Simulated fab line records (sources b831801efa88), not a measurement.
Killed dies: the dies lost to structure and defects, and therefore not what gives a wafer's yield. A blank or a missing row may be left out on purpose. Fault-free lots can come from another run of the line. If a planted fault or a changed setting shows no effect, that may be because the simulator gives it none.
Chamber matching / flow sfq_line / SFQ_TRILAYER_I4_VIA_ETCH_VIA_ETCH_106 on rie_diel-01: 4 sister chambers
The step etches SiO2 in CHF3, stops on Nb, target depth 260 nm. 4 wafers are shown with their chamber, then 8 later ones without.

WAFERS, EACH WITH ITS CHAMBER
wafer=L965.6; chamber=1; drypump_motor_current_A (A)=4.9
wafer=L970.1; chamber=3; drypump_motor_current_A (A)=5.8
wafer=L970.3; chamber=0; drypump_motor_current_A (A)=6.4
wafer=L971.1; chamber=2; drypump_motor_current_A (A)=5.8

WAFERS WITHOUT THEIR CHAMBER
wafer=L971.2; drypump_motor_current_A (A)=6.4
wafer=L971.6; drypump_motor_current_A (A)=5.8
wafer=L974.1; drypump_motor_current_A (A)=5.8
wafer=L974.2; drypump_motor_current_A (A)=4.9
wafer=L977.1; drypump_motor_current_A (A)=5.9
wafer=L985.1; drypump_motor_current_A (A)=5.8
wafer=L985.2; drypump_motor_current_A (A)=6.4
wafer=L985.4; drypump_motor_current_A (A)=4.9

CHAMBER TAKEN BY EACH
wafer=L971.2; from the rows above=0; in truth=0
wafer=L971.6; from the rows above=can't be placed: 2 or 3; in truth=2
wafer=L974.1; from the rows above=can't be placed: 2 or 3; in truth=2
wafer=L974.2; from the rows above=1; in truth=1
wafer=L977.1; from the rows above=can't be placed: 2 or 3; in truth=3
wafer=L985.1; from the rows above=can't be placed: 2 or 3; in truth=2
wafer=L985.2; from the rows above=0; in truth=0
wafer=L985.4; from the rows above=1; in truth=1
Placed correctly: 4 of 8. Unplaceable from these rows: 4, with the true chamber sitting among the candidates in 4. Placed wrongly: 0.
How it was worked out, from the rows above alone: a wafer's distance from a chamber is the root of the sum, over the readings, of the square of ((its reading less the chamber's mean) divided by the reading's scatter). The wafer belongs to the nearest chamber; if the next one is less than 2 further off, it can't be placed. For every chamber, the mean is computed from those of its wafers that are shown. The scatter (one wafer shown for each chamber): square how far every hidden wafer sits from the nearest shown wafer, average those squares and take the square root.
